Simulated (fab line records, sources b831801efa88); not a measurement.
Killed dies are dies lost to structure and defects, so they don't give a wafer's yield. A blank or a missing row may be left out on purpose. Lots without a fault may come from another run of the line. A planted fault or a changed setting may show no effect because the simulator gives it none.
Problem report in the 8D (eight disciplines) form, filled by code | flow sky130 | the parts of the form that need people (team, actions taken, sign-off) are left out

1. THE PROBLEM
spike_tc_lower_C at SKY_SPACER_CVD_00 reads a mean of 814.7 C on 3 wafers of 1 lot; wafers without a fault read 769.6 C with a standard deviation of 1.4. That is +32 standard deviations from the usual mean.
The step: deposits Si3N4 from DCS/NH3, target thk 43.1 nm, time 740 s.
First seen on wafer L353.1, day 27 07:16, on lpcvd-02. The record holds 39 wafers of 13 lots with a number at this step. Rule for "out", or "out of limits": more than 4 standard deviations from the usual mean. The other wafers with a number count as sound.

2. WHAT IT IS AND WHAT IT IS NOT
question                    | is                                                                                                      | is not
which readings at this step | spike_tc_lower_C, spike_tc_centre_C, zone_power_bottom_pct, zone_power_centre_pct, zone_power_lower_pct | -
which lots                  | L353                                                                                                    | L341, L342, L343, L344, L345, L346, L358, L360, L361, L362, L363, L364
which wafers of those lots  | all that have a number                                                                                  | -
read on which tools         | lpcvd-02                                                                                                | -
when                        | from day 27 07:16                                                                                       | up to then (18 sound wafers); but 18 sound wafers of L358, L360, L361, L362, L363, L364 came after

3. SUSPECTS, AND WHAT RULES EACH OUT
Counting: a tool at a process step up to the reading stays a suspect if it ran every lot that is out and no sound lot after the first of them.
- lpcvd-02 at SKY_SPACER_CVD_00 (deposits Si3N4 from DCS/NH3, target thk 43.1 nm, time 740 s): ruled out as a lasting fault. Sound lots L358, L360, L361, L363, L362, L364 ran on it after its first lot that is out, L353 (day 27 07:16).
Left after counting: nothing in the record.

4. THE CAUSE (what the simulator had put in)
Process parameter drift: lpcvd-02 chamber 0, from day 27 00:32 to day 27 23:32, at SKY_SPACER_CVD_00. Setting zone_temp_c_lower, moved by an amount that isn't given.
Counting ruled it out, wrongly.

5. THE CHAIN OF EFFECTS, in route order
Each row: a reading whose mean over the struck wafers that have a number lies more than 3 standard deviations from the usual. Only readings for which the record gives a usual standard deviation are gone through. hours: the time from each lot's start at the first step in this table that gives one to its start at this step, as a median over the lots. sigmas: the change in usual standard deviations.
hours | step              | reading               | usual   | on struck wafers | change | sigmas
0     | SKY_SPACER_CVD_00 | spike_tc_centre_C     | 770.8 C | 765.2            | -5.6   | -5.1
0     | SKY_SPACER_CVD_00 | spike_tc_lower_C      | 769.6 C | 814.7            | +45.1  | +32
0     | SKY_SPACER_CVD_00 | zone_power_bottom_pct | 19.1 %  | 14.8             | -4.3   | -5.6
0     | SKY_SPACER_CVD_00 | zone_power_centre_pct | 14.2 %  | 8.2              | -6.0   | -18
0     | SKY_SPACER_CVD_00 | zone_power_lower_pct  | 13.5 %  | 27.7             | +14.2  | +25
The process steps in it:
- SKY_SPACER_CVD_00: deposits Si3N4 from DCS/NH3, target thk 43.1 nm, time 740 s.
Later measuring or inspecting steps at which every struck wafer that the step has a row for has a number for every such reading, and none has moved that far: SKY_SD_P_CD_MEAS_07, SKY_SD_N_OVL_MEAS_08.

6. WHAT WOULD HAVE CAUGHT IT SOONER
In this record the first reading out of limits was taken at day 27 07:16, 7 hours after the fault began at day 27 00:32.
